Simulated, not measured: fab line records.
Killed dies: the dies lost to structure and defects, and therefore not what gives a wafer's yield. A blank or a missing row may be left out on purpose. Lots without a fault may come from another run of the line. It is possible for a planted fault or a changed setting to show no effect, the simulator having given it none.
Chamber matching || flow gf180mcu || GF_MIM_CVD_05 on pecvd-02: 3 sister chambers
The step deposits Si3N4, target thk 42 nm, time 29.086 s. 14 wafers are shown with their chamber, then 7 later ones without.

== WAFERS PAIRED WITH THEIR CHAMBERS ==
{"wafer": "L074.1", "chamber": 2, "heater-power-w (W)": 653}
{"wafer": "L074.4", "chamber": 1, "heater-power-w (W)": 685}
{"wafer": "L074.6", "chamber": 2, "heater-power-w (W)": 642}
{"wafer": "L076.1", "chamber": 1, "heater-power-w (W)": 588}
{"wafer": "L076.4", "chamber": 0, "heater-power-w (W)": 804}
{"wafer": "L076.6", "chamber": 2, "heater-power-w (W)": 637}
{"wafer": "L082.3", "chamber": 1, "heater-power-w (W)": 673}
{"wafer": "L082.4", "chamber": 2, "heater-power-w (W)": 622}
{"wafer": "L082.5", "chamber": 1, "heater-power-w (W)": 541}
{"wafer": "L089.3", "chamber": 2, "heater-power-w (W)": 597}
{"wafer": "L089.4", "chamber": 0, "heater-power-w (W)": 739}
{"wafer": "L089.6", "chamber": 0, "heater-power-w (W)": 742}
{"wafer": "L090.3", "chamber": 2, "heater-power-w (W)": 649}
{"wafer": "L090.5", "chamber": 0, "heater-power-w (W)": 800}

SIGNATURES (means of the wafers above)
{"reading": "heater-power-w", "chamber 0": 771.25, "chamber 1": 621.75, "chamber 2": 633.33, "scatter within a chamber": 42.9}
Rule: distance of a wafer from a chamber = root of the sum over the readings of ((wafer's reading minus chamber's mean) / reading's scatter) squared. The wafer belongs to the nearest chamber; if the next one is less than 2 further off, it can't be placed. The scatter is the square root of a quotient: the sum, over the shown wafers, of each reading's squared deviation from its chamber's mean, divided by wafers minus chambers.

== WAFERS WHOSE CHAMBER IS MISSING ==
{"wafer": "L090.6", "heater-power-w (W)": 659}
{"wafer": "L096.1", "heater-power-w (W)": 563}
{"wafer": "L096.2", "heater-power-w (W)": 746}
{"wafer": "L096.3", "heater-power-w (W)": 590}
{"wafer": "L096.4", "heater-power-w (W)": 552}
{"wafer": "L096.5", "heater-power-w (W)": 745}
{"wafer": "L096.6", "heater-power-w (W)": 596}

== THE CHAMBER EACH PASSED THROUGH ==
{"wafer": "L090.6", "from the rows above": "can't be placed: 2 or 1", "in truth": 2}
{"wafer": "L096.1", "from the rows above": "can't be placed: 1 or 2", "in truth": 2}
{"wafer": "L096.2", "from the rows above": 0, "in truth": 0}
{"wafer": "L096.3", "from the rows above": "can't be placed: 1 or 2", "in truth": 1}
{"wafer": "L096.4", "from the rows above": "can't be placed: 1 or 2", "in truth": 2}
{"wafer": "L096.5", "from the rows above": "can't be placed: 0 or 2", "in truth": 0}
{"wafer": "L096.6", "from the rows above": "can't be placed: 1 or 2", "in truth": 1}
Correct placement for 1 of the 7. Can't be placed from these rows: 6 (the true chamber is among the candidates in 6). Placed wrongly: 0.
